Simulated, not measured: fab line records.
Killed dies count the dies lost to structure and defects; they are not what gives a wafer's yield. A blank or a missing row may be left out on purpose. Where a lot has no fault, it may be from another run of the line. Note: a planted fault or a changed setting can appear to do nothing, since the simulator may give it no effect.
A lot that was struck, set against a sound lot | flow sfq line | 20 steps out of a route of 325
Sound: the wafers L237.1, L237.2, L237.6. Wafers L248.1, L248.2, L248.4 were the ones struck. The cause comes at the end.
Order at every step that has rows: each side's tool, ch and its chambers, its first start. Under that, the readings that differ: sound wafers | struck wafers | difference of the means | sigmas: that difference in standard deviations of wafers without a fault.
alike: words and numbers the same on both sides, and readings whose means are apart by under 2 such deviations; not compared: readings that were withheld, readings missing a value for some wafer, numbers with overlapping values and no deviation given by the record, and bounds like >300 which may hide the same value.
The two part at a step that has a row with sigmas, a row that says differs or no value, or rows on one side only. Numbers that don't overlap but have no deviation are shown without sigmas and don't part them. A reading missing from all wafers of one side parts the sides only when that side holds two or more wafers.

first, 2 steps without rows for these wafers: SFQ_TRILAYER_I0_VIA_LITHO_PEB_034 (peb time 60 s); SFQ_TRILAYER_I0_VIA_LITHO_DEVELOP_033 (time 60 s).
SFQ_I0_OVL_MEAS_908:
  sound: overlay-01 at day 17 17:44; struck: overlay-02 at day 23 13:05
  alike: I0_OVL
then, 1 step without rows for these wafers: SFQ_TRILAYER_I0_VIA_BARC_OPEN_VIA_ETCH_046 (etches BARC in O2, target depth 125 nm, time 41.7 s).
SFQ_TRILAYER_I0_VIA_ETCH_VIA_ETCH_034: etches SiO2 in CHF3, stops on Nb, target depth 260 nm.
  sound on rie diel-01 ch 0,2, day 17 17:49; struck on rie diel-04 ch 0,1,3, day 23 13:10
  alike: drypump motor current A, oes product au, rf fwd power W
SFQ_TRILAYER_I0_VIA_STRIP_STRIP_035: strips in O2.
  sound on rie metal-02 ch 0,1, day 17 17:55; struck on rie metal-04 ch 0,1, day 23 13:16
  alike: drypump motor current A, oes product au
  not compared: rf hours counter h
then, 2 steps without rows for these wafers: SFQ_TRILAYER_I0_VIA_STRIP_SOLV_CLEAN_036 (cleans in NMP, time 600 s); SFQ_TRILAYER_M1_DEP_PRE_CLEAN_038 (time 22.5 s).
SFQ_TRILAYER_M1_DEP_SPUTTER_037: material Nb, target thk 200 nm, time 133.3 s.
  sound: pvd sputter-03 at day 17 18:44; struck: pvd sputter-03 at day 23 14:04
  alike: throttle valve pct
SFQ_M1_RS_MEAS_909: measurement is done with a four-point probe.
  sound: film metro-04 at day 17 18:49; struck: film metro-02 at day 23 14:10
  alike: M1_NB_RS
then, 1 step without rows for these wafers: SFQ_TRILAYER_M1_LITHO_COAT_044 (resist thk 62 nm).
SFQ_TRILAYER_M1_LITHO_COAT_039: resist thk 600 nm.
  sound on litho track-04 ch 0, day 17 19:18; struck on litho track-04 ch 0, day 23 14:38
  reading                                             | sound           | struck            | difference | sigmas
  model.KrF_of_TRILAYER_M1_LITHO_COAT_039.thk nm (nm) | 599.3 597.4 597 | 606.1 604.9 606.3 | +7.9       |
  alike: spin speed rpm
then, 4 steps without rows for these wafers: SFQ_TRILAYER_M1_LITHO_SOFTBAKE_043; SFQ_TRILAYER_M1_LITHO_EXPOSE_040 (exposes mask M1, target cd 500 nm); SFQ_TRILAYER_M1_LITHO_PEB_042 (peb time 60 s); SFQ_TRILAYER_M1_LITHO_DEVELOP_041 (time 60 s).
-- the record jumps here: 7 days lie between the struck wafers' starts before and after --
SFQ_M1_OVL_MEAS_911:
  sound: overlay-01 at day 24 11:53; struck: overlay-01 at day 30 03:08
  alike: M1_OVL
SFQ_TRILAYER_M1_BARC_OPEN_METAL_ETCH_054: etches BARC in O2, target depth 125 nm, time 41.7 s.
  sound on rie metal-02 ch 0,1, day 24 11:55; struck on rie metal-04 ch 0,1, day 30 03:10
  reading                     | sound          | struck         | difference | sigmas
  drypump motor current A (A) | 5.97 5.75 5.99 | 5.35 5.16 5.17 | -0.68      | -3
  alike: oes product au, rf fwd power W
  not compared: rf hours counter h
SFQ_TRILAYER_M1_ETCH_METAL_ETCH_042: etches Nb in Cl2/Ar, stops on SiO2, target depth 240 nm, time 120 s.
  sound on rie metal-02 ch 0,1, day 24 11:59; struck on rie metal-04 ch 0,1, day 30 03:13
  reading                                             | sound             | struck            | difference | sigmas
  drypump motor current A (A)                         | 5.94 5.77 5.94    | 5.35 5.17 5.17    | -0.65      | -2
  model.KrF_of_TRILAYER_M1_LITHO_COAT_039.thk nm (nm) | 383.1 379.4 379.9 | 389.8 388.7 389.6 | +8.6       |
  alike: oes product au, rf fwd power W
  not compared: rf hours counter h
SFQ_TRILAYER_M1_STRIP_STRIP_043: strips in O2.
  sound on rie metal-02 ch 0,1, day 24 12:06; struck on rie metal-04 ch 0,1, day 30 03:21
  reading                     | sound          | struck         | difference | sigmas
  drypump motor current A (A) | 6.02 5.78 5.94 | 5.35 5.17 5.18 | -0.68      | -3
  alike: oes product au
  not compared: rf hours counter h

## WHERE THEY PART
Earliest at SFQ_TRILAYER_M1_BARC_OPEN_METAL_ETCH_054; latest, in this record, at SFQ_TRILAYER_M1_STRIP_STRIP_043.

WHY: whatever the simulator had introduced
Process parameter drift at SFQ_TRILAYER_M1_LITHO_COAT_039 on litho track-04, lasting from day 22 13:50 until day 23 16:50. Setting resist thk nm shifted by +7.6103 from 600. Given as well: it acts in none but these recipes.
